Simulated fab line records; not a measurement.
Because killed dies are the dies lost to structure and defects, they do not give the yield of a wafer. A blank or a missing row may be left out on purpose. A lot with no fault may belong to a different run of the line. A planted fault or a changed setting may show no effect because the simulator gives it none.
Chamber matching :: flow sky130 :: SKY_POLY_GATE_ETCH_17 on rie_si-01 has 4 sister chambers
The step etches poly-Si in HBr/Cl2, stops on SiO2, target depth 180 nm, time 70.5 s. 30 wafers are shown with their chamber, then 12 later ones without.

EACH WAFER AND ITS CHAMBER
wafer: L075.2
chamber: 0
drypump_motor_current_A (A): 5.2
oes_product_au (a.u.): 0.993
throttle_valve_pct (%): 33.683

wafer: L075.4
chamber: 3
drypump_motor_current_A (A): 6.1
oes_product_au (a.u.): 0.979
throttle_valve_pct (%): 33.696

wafer: L075.5
chamber: 1
drypump_motor_current_A (A): 5.8
oes_product_au (a.u.): 0.974
throttle_valve_pct (%): 33.692

wafer: L076.1
chamber: 3
drypump_motor_current_A (A): 6.1
oes_product_au (a.u.): 0.989
throttle_valve_pct (%): 33.684

wafer: L076.2
chamber: 0
drypump_motor_current_A (A): 5.1
oes_product_au (a.u.): 0.999
throttle_valve_pct (%): 33.665

wafer: L076.6
chamber: 1
drypump_motor_current_A (A): 5.8
oes_product_au (a.u.): 0.993
throttle_valve_pct (%): 33.665

wafer: L079.1
chamber: 2
drypump_motor_current_A (A): 6.0
oes_product_au (a.u.): 0.986
throttle_valve_pct (%): 33.688

wafer: L079.5
chamber: 0
drypump_motor_current_A (A): 5.1
oes_product_au (a.u.): 0.989
throttle_valve_pct (%): 33.687

wafer: L079.6
chamber: 3
drypump_motor_current_A (A): 6.1
oes_product_au (a.u.): 0.975
throttle_valve_pct (%): 33.686

wafer: L078.2
chamber: 1
drypump_motor_current_A (A): 5.8
oes_product_au (a.u.): 0.982
throttle_valve_pct (%): 33.689

wafer: L078.4
chamber: 0
drypump_motor_current_A (A): 5.2
oes_product_au (a.u.): 1.005
throttle_valve_pct (%): 33.692

wafer: L078.5
chamber: 1
drypump_motor_current_A (A): 5.8
oes_product_au (a.u.): 0.986
throttle_valve_pct (%): 33.689

wafer: L082.1
chamber: 2
drypump_motor_current_A (A): 5.9
oes_product_au (a.u.): 0.977
throttle_valve_pct (%): 33.689

wafer: L082.2
chamber: 3
drypump_motor_current_A (A): 6.1
oes_product_au (a.u.): 0.972
throttle_valve_pct (%): 33.681

wafer: L082.4
chamber: 0
drypump_motor_current_A (A): 5.2
oes_product_au (a.u.): 0.979
throttle_valve_pct (%): 33.680

wafer: L083.2
chamber: 2
drypump_motor_current_A (A): 6.0
oes_product_au (a.u.): 0.982
throttle_valve_pct (%): 33.683

wafer: L083.4
chamber: 3
drypump_motor_current_A (A): 6.1
oes_product_au (a.u.): 0.985
throttle_valve_pct (%): 33.693

wafer: L083.6
chamber: 1
drypump_motor_current_A (A): 5.7
oes_product_au (a.u.): 0.977
throttle_valve_pct (%): 33.679

wafer: L084.1
chamber: 0
drypump_motor_current_A (A): 5.1
oes_product_au (a.u.): 0.995
throttle_valve_pct (%): 33.680

wafer: L084.5
chamber: 2
drypump_motor_current_A (A): 6.0
oes_product_au (a.u.): 0.991
throttle_valve_pct (%): 33.685

wafer: L084.6
chamber: 1
drypump_motor_current_A (A): 5.8
oes_product_au (a.u.): 0.989
throttle_valve_pct (%): 33.688

wafer: L085.2
chamber: 2
drypump_motor_current_A (A): 6.0
oes_product_au (a.u.): 0.989
throttle_valve_pct (%): 33.685

wafer: L085.4
chamber: 0
drypump_motor_current_A (A): 5.2
oes_product_au (a.u.): 0.992
throttle_valve_pct (%): 33.694

wafer: L085.5
chamber: 1
drypump_motor_current_A (A): 5.8
oes_product_au (a.u.): 0.995
throttle_valve_pct (%): 33.685

wafer: L086.2
chamber: 1
drypump_motor_current_A (A): 5.7
oes_product_au (a.u.): 0.975
throttle_valve_pct (%): 33.682

wafer: L086.3
chamber: 0
drypump_motor_current_A (A): 5.1
oes_product_au (a.u.): 0.980
throttle_valve_pct (%): 33.686

wafer: L086.6
chamber: 2
drypump_motor_current_A (A): 6.0
oes_product_au (a.u.): 0.982
throttle_valve_pct (%): 33.687

wafer: L089.1
chamber: 3
drypump_motor_current_A (A): 6.1
oes_product_au (a.u.): 0.976
throttle_valve_pct (%): 33.696

wafer: L089.5
chamber: 2
drypump_motor_current_A (A): 6.0
oes_product_au (a.u.): 0.977
throttle_valve_pct (%): 33.684

wafer: L089.6
chamber: 3
drypump_motor_current_A (A): 6.1
oes_product_au (a.u.): 0.982
throttle_valve_pct (%): 33.698

SIGNATURES (averages over the wafers above)
reading: drypump_motor_current_A
chamber 0: 5.150
chamber 1: 5.775
chamber 2: 5.986
chamber 3: 6.100
scatter within a chamber: 0.0409

reading: oes_product_au
chamber 0: 0.99150
chamber 1: 0.98387
chamber 2: 0.98343
chamber 3: 0.97971
scatter within a chamber: 0.00736

reading: throttle_valve_pct
chamber 0: 33.68337
chamber 1: 33.68362
chamber 2: 33.68586
chamber 3: 33.69057
scatter within a chamber: 0.00732
Rule: a wafer lies at a distance from a chamber equal to the root of the sum of squares, over the readings, of (its reading less the chamber's mean, divided by the reading's scatter). The wafer belongs to the nearest chamber; if the next one is less than 2 further off, it can't be placed. The scatter: take each reading less its chamber's mean, square it, sum over the shown wafers, divide by the number of wafers less the number of chambers, and take the root.

WAFERS MISSING THEIR CHAMBER
wafer: L091.3
drypump_motor_current_A (A): 6.0
oes_product_au (a.u.): 0.975
throttle_valve_pct (%): 33.685

wafer: L091.5
drypump_motor_current_A (A): 5.8
oes_product_au (a.u.): 0.989
throttle_valve_pct (%): 33.668

wafer: L091.6
drypump_motor_current_A (A): 5.2
oes_product_au (a.u.): 0.990
throttle_valve_pct (%): 33.687

wafer: L093.1
drypump_motor_current_A (A): 6.1
oes_product_au (a.u.): 0.982
throttle_valve_pct (%): 33.687

wafer: L093.2
drypump_motor_current_A (A): 5.9
oes_product_au (a.u.): 0.982
throttle_valve_pct (%): 33.676

wafer: L093.4
drypump_motor_current_A (A): 5.8
oes_product_au (a.u.): 0.984
throttle_valve_pct (%): 33.688

wafer: L095.1
drypump_motor_current_A (A): 5.8
oes_product_au (a.u.): 0.972
throttle_valve_pct (%): 33.683

wafer: L095.5
drypump_motor_current_A (A): 5.8
oes_product_au (a.u.): 0.976
throttle_valve_pct (%): 33.685

wafer: L095.6
drypump_motor_current_A (A): 6.0
oes_product_au (a.u.): 0.972
throttle_valve_pct (%): 33.672

wafer: L097.3
drypump_motor_current_A (A): 5.2
oes_product_au (a.u.): 0.971
throttle_valve_pct (%): 33.683

wafer: L097.4
drypump_motor_current_A (A): 6.1
oes_product_au (a.u.): 0.975
throttle_valve_pct (%): 33.674

wafer: L097.5
drypump_motor_current_A (A): 5.2
oes_product_au (a.u.): 0.980
throttle_valve_pct (%): 33.683

CHAMBER TAKEN BY EACH
wafer: L091.3
from the rows above: can't be placed: 2 or 3
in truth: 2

wafer: L091.5
from the rows above: 1
in truth: 1

wafer: L091.6
from the rows above: 0
in truth: 0

wafer: L093.1
from the rows above: 3
in truth: 3

wafer: L093.2
from the rows above: can't be placed: 2 or 1
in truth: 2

wafer: L093.4
from the rows above: 1
in truth: 1

wafer: L095.1
from the rows above: 1
in truth: 1

wafer: L095.5
from the rows above: 1
in truth: 1

wafer: L095.6
from the rows above: can't be placed: 2 or 3
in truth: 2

wafer: L097.3
from the rows above: 0
in truth: 0

wafer: L097.4
from the rows above: can't be placed: 3 or 2
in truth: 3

wafer: L097.5
from the rows above: 0
in truth: 0
Correct placement for 8 of the 12. Can't be placed from these rows: 4 (the true chamber is among the candidates in 4). Wrongly placed: 0.
